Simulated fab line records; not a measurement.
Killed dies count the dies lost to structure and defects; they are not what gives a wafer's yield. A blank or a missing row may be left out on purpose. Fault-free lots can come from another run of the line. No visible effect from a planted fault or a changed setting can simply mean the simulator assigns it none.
fab line records	flow sky130
record lots=13	wafers=39	last_day=50
route steps=708 shown VT_ADJUST_HVTR@141 SONOS_TUNNEL@162 SONOS_ONO@170 GATE_OXIDE@197
lots that met no fault: taken from a fault-free run of the same line
start_h: the number of hours between the record's first day and the start of the first shown wafer of the lot	wait_h: time in hours since the lot's previous step	" same as the row above	L1.1+2: a single row standing in for several wafers	- no value, or no start given	* or withheld: withheld	< > ~ a bound
route shown NAME@n: NAME is a module with steps in the file, n the number in the route of the first one	usual: the fault-free wafers' mean and standard deviation	same: alike in all rows	chamber/n: place in a boat	sites: each site's reading	_std_site: standard deviation across them	_edge_site: outer sites' mean less inner sites'	radius_mm: how far each site lies from the wafer's centre	mask NAME#n: copy n	behind: tool/chamber where the wafer was last shaped	hold: reason for holding the lot/hours on hold/outcome of the hold	device: transistor that didn't switch, given as n, p or np	end of line: tests of these same wafers at the route's end	for a step that has no rows: nothing shown but its recipe	killed: dies lost to structure and defects at the first sort, not the wafer's yield	map: per-die view of a wafer (x killed, . not killed, _ where there is no die)
set.NAME: the run value of the setting; set.NAME@STEP: its run value at that earlier step	model.NAME: the simulator's own value behind a step, which no gauge read
the route's steps for a sample of lots (tables are steps, rows are wafers)
services: from which hour (start_h, from the record's first day; less than 0 if before it) a tool's chamber was out of use, for how many hours, and why
## steps
# step SKY_VT_ADJUST_HVTR_STRIP_10
# recipe chemistry=O2/N2	power_w=1400	pressure_mtorr=1500	platen_temp_c=withheld	o2_flow_sccm=3000	n2_flow_sccm=300	overash_fraction=0.5
# usual chamber_pressure_mTorr=1500.1/1.5	drypump_motor_current_A=5.7/0.41	n2_flow_sccm=300.1/0.87	oes_product_au=0.716/0.0049	strip_time_to_endpoint_s=14.18/0.039
# same overash_fraction=0.5
lot.wafer	tool	chamber	start_h	wait_h	chamber_pressure_mTorr	drypump_motor_current_A	n2_flow_sccm	oes_product_au	rf_hours_counter_h	strip_time_to_endpoint_s
L873.1	plasma_asher-02	1	203.99	0.1	1499.7	5.6	300.2	0.720	4	14.07
L873.3	"	0	"	"	1499.3	5.3	301.3	0.725	-	14.14
L873.5	"	0	"	"	1499.2	5.3	298.6	0.711	-	14.15
L875.2	plasma_asher-02	1	216.89	0.1	1499.6	5.6	299.9	0.716	5	14.18
L875.3	"	1	"	"	1499.9	5.6	300.7	0.718	-	14.22
L875.4	"	0	"	"	1499.3	5.3	298.9	0.716	-	14.22
L876.2	plasma_asher-03	1	223.42	0.1	1499.4	5.8	299.7	0.719	58	14.14
L876.3	"	1	"	"	1498.5	5.8	300.1	0.726	-	14.13
L876.5	"	1	"	"	1498.1	5.8	299.1	0.708	-	14.17
L878.3	plasma_asher-03	1	242.03	0.1	1500.2	5.8	298.6	0.715	-	14.23
L878.4	"	0	"	"	1499.2	5.3	300.5	0.713	-	14.18
L878.5	"	1	"	"	1502.7	5.7	299.9	0.706	-	14.22
L879.3	plasma_asher-01	1	251.32	0.1	1498.7	6.5	301.8	0.713	-	14.12
L879.4	"	0	"	"	1498.0	5.8	299.6	0.719	-	14.08
L879.5	"	1	"	"	1499.9	6.6	299.6	0.715	-	14.13
L880.1	plasma_asher-01	0	253.19	0.1	1498.1	5.7	300.3	0.716	60	14.15
L880.3	"	1	"	"	1502.2	6.6	299.9	0.715	-	14.14
L880.5	"	1	"	"	1502.1	6.6	300.7	0.721	-	14.21
L881.3	plasma_asher-03	0	264.07	0.1	1501.6	5.3	298.7	0.709	-	14.14
L881.4	"	1	"	"	1500.5	5.8	300.6	0.708	-	14.19
L881.5	"	1	"	"	1501.6	5.7	299.7	0.716	-	14.16
L883.1	plasma_asher-01	0	275.89	0.1	1499.0	5.7	300.6	0.715	63	14.17
L883.3	"	0	"	"	1499.4	5.7	301.1	0.725	-	14.27
L883.4	"	1	"	"	1500.2	6.5	298.8	0.718	-	14.22
L887.2	plasma_asher-02	0	303.19	0.1	1501.3	5.2	301.0	0.715	13	14.26
L887.5	"	0	"	"	1500.9	5.3	301.0	0.718	-	14.22
L887.6	"	1	"	"	1498.6	5.6	300.5	0.714	-	14.20
L888.1	plasma_asher-02	1	309.67	0.1	1500.5	5.6	300.6	0.728	14	14.18
L888.4	"	0	"	"	1498.0	5.3	300.4	0.710	-	14.21
L888.6	"	0	"	"	1501.6	5.3	299.9	0.711	-	14.18
L889.2	plasma_asher-03	0	322.67	0.1	1500.0	5.3	301.3	0.719	68	14.18
L889.4	"	0	"	"	1502.1	5.3	300.2	0.720	-	14.19
L889.6	"	0	"	"	1499.9	5.3	301.5	0.715	-	14.14
L895.2	plasma_asher-02	0	373.07	0.1	1500.2	5.3	300.8	0.715	21	14.20
L895.3	"	0	"	"	1500.8	5.3	300.1	0.720	-	14.15
L895.4	"	1	"	"	1498.2	5.6	301.2	0.720	-	14.17
L896.4	plasma_asher-02	0	383.07	0.1	1501.8	5.3	298.6	0.719	-	14.25
L896.5	"	1	"	"	1502.9	5.6	299.5	0.715	-	14.27
L896.6	"	0	"	"	1498.2	5.3	299.9	0.719	-	14.19
# step SKY_SONOS_TUNNEL_OVL_MEAS_08
# usual SONOS_TUNNEL_OVL=-0.8/1.4
lot.wafer	tool	chamber	start_h	wait_h	SONOS_TUNNEL_OVL[nm]
L873.1	overlay-02	-	250.11	0.1	-1.3
L873.3	"	-	"	"	0.8
L873.5	"	-	"	"	-3.6
L875.2	overlay-01	-	263.98	0.1	-0.1
L875.3	"	-	"	"	2.1
L875.4	"	-	"	"	0.6
L876.2	overlay-02	-	270.01	0.1	-0.6
L876.3	"	-	"	"	-0.3
L876.5	"	-	"	"	0.8
L878.3	overlay-01	-	289.72	0.1	1.5
L878.4	"	-	"	"	1.4
L878.5	"	-	"	"	1.3
L879.3	overlay-02	-	301.42	0.1	-1.1
L879.4	"	-	"	"	-2.6
L879.5	"	-	"	"	-2.8
L880.1	overlay-01	-	302.61	0.1	1.2
L880.3	"	-	"	"	-0.6
L880.5	"	-	"	"	0.7
L881.3	overlay-01	-	315.37	0.1	-0.5
L881.4	"	-	"	"	-0.5
L881.5	"	-	"	"	-0.8
L883.1	overlay-02	-	328.01	0.1	0.0
L883.3	"	-	"	"	1.2
L883.4	"	-	"	"	1.0
L887.2	overlay-02	-	357.26	0.1	0.4
L887.5	"	-	"	"	-1.2
L887.6	"	-	"	"	-2.2
L888.1	overlay-01	-	363.66	0.1	0.5
L888.4	"	-	"	"	-1.2
L888.6	"	-	"	"	-1.2
L889.2	overlay-01	-	377.66	0.1	-1.1
L889.4	"	-	"	"	1.1
L889.6	"	-	"	"	0.1
L895.2	overlay-01	-	434.91	0.1	-3.5
L895.3	"	-	"	"	-1.4
L895.4	"	-	"	"	-0.2
L896.4	overlay-02	-	443.33	0.1	0.2
L896.5	"	-	"	"	-1.2
L896.6	"	-	"	"	-0.1
# step SKY_SONOS_ONO_CVD_02
# recipe material=Si3N4	precursor=DCS/NH3	target_thk_nm=10.5	temp_c=770	time_s=180	pressure_mtorr=250
lot.wafer	tool	chamber	start_h	wait_h
L873.1+3+5	lpcvd-02	1	254.37	2.2
L875.2+3+4	lpcvd-02	1	265.98	0.0
L876.2+3+5	lpcvd-02	1	275.73	3.0
L878.3+4+5	lpcvd-02	1	294.42	0.6
L879.3+4+5	lpcvd-02	1	303.69	0.4
L880.1+3+5	lpcvd-02	1	305.73	0.1
L881.3+4+5	lpcvd-02	1	318.93	0.5
L883.1+3+4	lpcvd-02	1	330.45	0.1
L887.2+5+6	lpcvd-02	0	359.71	0.5
L888.1+4+6	lpcvd-02	0	366.31	0.8
L889.2+4+6	lpcvd-02	0	379.59	0.0
L895.2+3+4	lpcvd-02	1	439.98	0.0
L896.4+5+6	lpcvd-02	1	445.63	0.0
# step SKY_SONOS_ONO_THK_MEAS_03
# recipe reads=Si3N4_of_SONOS_ONO_CVD_02
# usual SONOS_ONO_CVD_02_THK=10.44/0.13
lot.wafer	tool	chamber	start_h	wait_h	SONOS_ONO_CVD_02_THK[nm]
L873.1	film_metro-01	-	255.95	0.0	10.26
L873.3	"	-	"	"	10.23
L873.5	"	-	"	"	10.08
L875.2	film_metro-01	-	267.04	0.0	10.39
L875.3	"	-	"	"	10.47
L875.4	"	-	"	"	10.38
L876.2	film_metro-01	-	276.79	0.0	10.49
L876.3	"	-	"	"	10.59
L876.5	"	-	"	"	10.35
L878.3	film_metro-02	-	295.49	0.0	10.41
L878.4	"	-	"	"	10.39
L878.5	"	-	"	"	10.50
L879.3	film_metro-04	-	304.76	0.0	10.41
L879.4	"	-	"	"	10.36
L879.5	"	-	"	"	10.56
L880.1	film_metro-02	-	306.78	0.0	10.43
L880.3	"	-	"	"	10.33
L880.5	"	-	"	"	10.24
L881.3	film_metro-02	-	320.00	0.0	10.56
L881.4	"	-	"	"	10.69
L881.5	"	-	"	"	10.42
L883.1	film_metro-04	-	331.50	0.0	10.41
L883.3	"	-	"	"	10.52
L883.4	"	-	"	"	10.40
L887.2	film_metro-04	-	360.77	0.0	10.47
L887.5	"	-	"	"	10.42
L887.6	"	-	"	"	10.31
L888.1	film_metro-02	-	367.36	0.0	9.83
L888.4	"	-	"	"	9.85
L888.6	"	-	"	"	9.72
L889.2	film_metro-02	-	380.65	0.0	10.01
L889.4	"	-	"	"	9.90
L889.6	"	-	"	"	9.83
L895.2	film_metro-01	-	441.04	0.0	10.44
L895.3	"	-	"	"	10.56
L895.4	"	-	"	"	10.59
L896.4	film_metro-01	-	446.71	0.0	10.53
L896.5	"	-	"	"	10.50
L896.6	"	-	"	"	10.41
# step SKY_GATE_OXIDE_OVL_MEAS_10
# usual GATE_OXIDE_OVL=-0.4/1.3
lot.wafer	tool	chamber	start_h	wait_h	GATE_OXIDE_OVL[nm]
L873.1	overlay-01	-	308.94	0.1	-0.8
L873.3	"	-	"	"	-0.7
L873.5	"	-	"	"	0.6
L875.2	overlay-01	-	321.04	0.1	-0.2
L875.3	"	-	"	"	1.3
L875.4	"	-	"	"	0.1
L876.2	overlay-01	-	331.79	0.1	1.8
L876.3	"	-	"	"	-0.1
L876.5	"	-	"	"	0.1
L878.3	overlay-01	-	353.33	0.1	-1.6
L878.4	"	-	"	"	-1.0
L878.5	"	-	"	"	-0.2
L879.3	overlay-02	-	361.83	0.1	-2.7
L879.4	"	-	"	"	-0.1
L879.5	"	-	"	"	-2.6
L880.1	overlay-02	-	366.99	0.1	-1.4
L880.3	"	-	"	"	-0.9
L880.5	"	-	"	"	-1.0
L881.3	overlay-02	-	378.73	0.1	-0.8
L881.4	"	-	"	"	-3.1
L881.5	"	-	"	"	1.8
L883.1	overlay-02	-	391.68	0.1	0.0
L883.3	"	-	"	"	0.7
L883.4	"	-	"	"	0.5
L887.2	overlay-01	-	423.12	0.1	-0.6
L887.5	"	-	"	"	-1.0
L887.6	"	-	"	"	-1.5
L888.1	overlay-01	-	431.12	0.1	0.4
L888.4	"	-	"	"	-0.5
L888.6	"	-	"	"	-0.1
L889.2	overlay-02	-	444.67	0.1	-1.9
L889.4	"	-	"	"	-0.7
L889.6	"	-	"	"	-1.1
L895.2	overlay-01	-	513.62	0.1	0.8
L895.3	"	-	"	"	-0.1
L895.4	"	-	"	"	-1.7
L896.4	overlay-01	-	515.75	0.1	-0.1
L896.5	"	-	"	"	-1.2
L896.6	"	-	"	"	1.1
## services
tool	chamber	start_h	hours	kind
plasma_asher-01	-	221.07	2.8	pm
plasma_asher-02	-	274.06	2.7	repair
lpcvd-02	-	332.68	2.8	pm
plasma_asher-01	-	355.25	16.6	repair
plasma_asher-01	-	366.61	1.0	repair
plasma_asher-02	-	396.26	3.2	repair
plasma_asher-02	-	398.78	2.9	repair
plasma_asher-03	-	421.25	9.0	pm
plasma_asher-03	0	421.25	9.0	vent_cycle
plasma_asher-03	1	421.25	9.0	vent_cycle
plasma_asher-03	0	430.25	-	clean
plasma_asher-03	1	430.25	-	clean
plasma_asher-01	-	435.12	40.8	repair
## key
first_sign step=SKY_SONOS_ONO_THK_MEAS_03	reading=SONOS_ONO_CVD_02_THK	direction=down	sigmas=4.6	usual=10.44	struck=9.86
effect none on later readings
met_at SKY_SONOS_ONO_CVD_02
struck_lots L888,L889
struck_wafers L888.1,L888.4,L888.6,L889.2,L889.4,L889.6
tester_left_out L888,L889
not_acting_at SKY_VT_ADJUST_HVTR_STRIP_10,SKY_SONOS_TUNNEL_OVL_MEAS_08,SKY_GATE_OXIDE_OVL_MEAS_10
onset_between 359.71 366.31
fault kind=process_parameter_drift	tool=lpcvd-02	chamber=0	onset_h=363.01	steps=SKY_SONOS_ONO_CVD_02	channel=time_s	offset=*	shape=step	end_h=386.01	acts_in=*	stated=*
# tester_left_out: of these lots the tester's yield and bins aren't shown, on N5 and GAA mostly nor the transistor test; their killed dies are dies lost to structure and defects alone, not to doping, threshold or leakage, so they don't give the yield
